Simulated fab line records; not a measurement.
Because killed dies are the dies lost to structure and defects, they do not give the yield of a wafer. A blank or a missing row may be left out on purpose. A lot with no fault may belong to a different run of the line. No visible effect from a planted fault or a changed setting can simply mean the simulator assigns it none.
Tool commonality check || flow sky130 || 14 lots, 42 wafers sampled

== REASON IT WAS OPENED ==
At SKY_VIA1_THK_MEAS_01 the reading VIA1_HDPCVD_THK is flagged on 3 of 14 lots. No-fault wafers: 1031 nm, standard deviation 11.
Rule: a lot gets a flag if all its wafers with a number sit over 4 standard deviations from that mean, or if no wafer of it has a number. The other lots count as sound.

{"lot": "L407", "measured": "day 32 18:15", "on": "filmMetro-04", "VIA1_HDPCVD_THK (nm), wafer by wafer": "1027 1031 1035", "flag": ""}
{"lot": "L408", "measured": "day 32 19:59", "on": "filmMetro-04", "VIA1_HDPCVD_THK (nm), wafer by wafer": "1031 1051 1021", "flag": ""}
{"lot": "L414", "measured": "day 35 05:02", "on": "filmMetro-03", "VIA1_HDPCVD_THK (nm), wafer by wafer": "1031 1021 1027", "flag": ""}
{"lot": "L415", "measured": "day 35 12:13", "on": "filmMetro-01", "VIA1_HDPCVD_THK (nm), wafer by wafer": "1030 1039 1008", "flag": ""}
{"lot": "L416", "measured": "day 36 21:14", "on": "filmMetro-03", "VIA1_HDPCVD_THK (nm), wafer by wafer": "1017 1021 1030", "flag": ""}
{"lot": "L417", "measured": "day 36 21:35", "on": "filmMetro-04", "VIA1_HDPCVD_THK (nm), wafer by wafer": "1054 1037 1037", "flag": ""}
{"lot": "L419", "measured": "day 37 00:19", "on": "filmMetro-03", "VIA1_HDPCVD_THK (nm), wafer by wafer": "1014 1021 1027", "flag": ""}
{"lot": "L420", "measured": "day 37 03:10", "on": "filmMetro-04", "VIA1_HDPCVD_THK (nm), wafer by wafer": "1031 1021 1028", "flag": ""}
{"lot": "L422", "measured": "day 37 09:16", "on": "filmMetro-04", "VIA1_HDPCVD_THK (nm), wafer by wafer": "1022 1031 1034", "flag": ""}
{"lot": "L423", "measured": "day 37 20:10", "on": "filmMetro-04", "VIA1_HDPCVD_THK (nm), wafer by wafer": "1021 1032 1034", "flag": ""}
{"lot": "L427", "measured": "day 38 20:24", "on": "filmMetro-03", "VIA1_HDPCVD_THK (nm), wafer by wafer": "1511 1514 1510", "flag": "FLAGGED"}
{"lot": "L426", "measured": "day 39 00:34", "on": "filmMetro-03", "VIA1_HDPCVD_THK (nm), wafer by wafer": "1511 1511 1514", "flag": "FLAGGED"}
{"lot": "L428", "measured": "day 39 01:27", "on": "filmMetro-04", "VIA1_HDPCVD_THK (nm), wafer by wafer": "1025 1026 1020", "flag": ""}
{"lot": "L429", "measured": "day 39 14:36", "on": "filmMetro-04", "VIA1_HDPCVD_THK (nm), wafer by wafer": "1486 1506 1501", "flag": "FLAGGED"}
On average the flagged lots' numbers are 1507 nm, which is +476 nm against the usual, or +43 standard deviations.

== LOT BY LOT: THE TOOL USED ==
The record keeps 1 process step preceding the reading, out of 708 steps on the route. Every cell lists first the tool, next ch and the chambers used by the sampled wafers, and last the start.
{"lot": "L407", "flag": "", "SKY_VIA1_HDPCVD_00": "hdpcvd-01 ch 0,2, day 32 18:07"}
{"lot": "L408", "flag": "", "SKY_VIA1_HDPCVD_00": "hdpcvd-01 ch 0,1,2, day 32 19:51"}
{"lot": "L414", "flag": "", "SKY_VIA1_HDPCVD_00": "hdpcvd-02 ch 0,1, day 35 04:55"}
{"lot": "L415", "flag": "", "SKY_VIA1_HDPCVD_00": "hdpcvd-02 ch 0,1,2, day 35 12:06"}
{"lot": "L416", "flag": "", "SKY_VIA1_HDPCVD_00": "hdpcvd-01 ch 0,1,2, day 36 21:09"}
{"lot": "L417", "flag": "", "SKY_VIA1_HDPCVD_00": "hdpcvd-02 ch 0,1,2, day 36 21:30"}
{"lot": "L419", "flag": "", "SKY_VIA1_HDPCVD_00": "hdpcvd-01 ch 1,2, day 37 00:11"}
{"lot": "L420", "flag": "", "SKY_VIA1_HDPCVD_00": "hdpcvd-01 ch 1,2, day 37 03:03"}
{"lot": "L422", "flag": "", "SKY_VIA1_HDPCVD_00": "hdpcvd-01 ch 0,2, day 37 09:08"}
{"lot": "L423", "flag": "", "SKY_VIA1_HDPCVD_00": "hdpcvd-02 ch 0,2, day 37 20:03"}
{"lot": "L427", "flag": "FLAGGED", "SKY_VIA1_HDPCVD_00": "hdpcvd-01 ch 0,1, day 38 20:16"}
{"lot": "L426", "flag": "FLAGGED", "SKY_VIA1_HDPCVD_00": "hdpcvd-01 ch 1,2, day 39 00:26"}
{"lot": "L428", "flag": "", "SKY_VIA1_HDPCVD_00": "hdpcvd-02 ch 0,1,2, day 39 01:20"}
{"lot": "L429", "flag": "FLAGGED", "SKY_VIA1_HDPCVD_00": "hdpcvd-01 ch 0,2, day 39 14:29"}
What the steps here do:
- SKY_VIA1_HDPCVD_00: deposits SiO2, target thk 1030 nm, time 171.7 s.
- SKY_VIA1_THK_MEAS_01

== FLAGGED OVER TOTAL, TOOL BY TOOL (the gauges that took the reading come last) ==
{"step": "SKY_VIA1_HDPCVD_00", "tool": "hdpcvd-01", "lots run": 9, "flagged": 3, "share of the flagged lots": "all", "sound lots run after its first flagged lot": 0}
{"step": "SKY_VIA1_HDPCVD_00", "tool": "hdpcvd-02", "lots run": 5, "flagged": 0, "share of the flagged lots": "none", "sound lots run after its first flagged lot": "-"}
{"step": "SKY_VIA1_THK_MEAS_01", "tool": "filmMetro-01", "lots run": 1, "flagged": 0, "share of the flagged lots": "none", "sound lots run after its first flagged lot": "-"}
{"step": "SKY_VIA1_THK_MEAS_01", "tool": "filmMetro-03", "lots run": 5, "flagged": 2, "share of the flagged lots": "some", "sound lots run after its first flagged lot": 0}
{"step": "SKY_VIA1_THK_MEAS_01", "tool": "filmMetro-04", "lots run": 8, "flagged": 1, "share of the flagged lots": "some", "sound lots run after its first flagged lot": 0}

== WHAT THE TABLE PERMITS ==
1 row of the table ran every flagged lot: hdpcvd-01 at SKY_VIA1_HDPCVD_00.
- hdpcvd-01 at SKY_VIA1_HDPCVD_00 ran 9 lots, 3 of them flagged. It ran its last sound lot, L422, at day 37 09:08 and its first flagged lot, L427, at day 38 20:16: a fault with its onset between the two fits.
Just one tool remains: hdpcvd-01 at SKY_VIA1_HDPCVD_00.

== WHAT HAD BEEN PUT IN BY THE SIMULATOR ==
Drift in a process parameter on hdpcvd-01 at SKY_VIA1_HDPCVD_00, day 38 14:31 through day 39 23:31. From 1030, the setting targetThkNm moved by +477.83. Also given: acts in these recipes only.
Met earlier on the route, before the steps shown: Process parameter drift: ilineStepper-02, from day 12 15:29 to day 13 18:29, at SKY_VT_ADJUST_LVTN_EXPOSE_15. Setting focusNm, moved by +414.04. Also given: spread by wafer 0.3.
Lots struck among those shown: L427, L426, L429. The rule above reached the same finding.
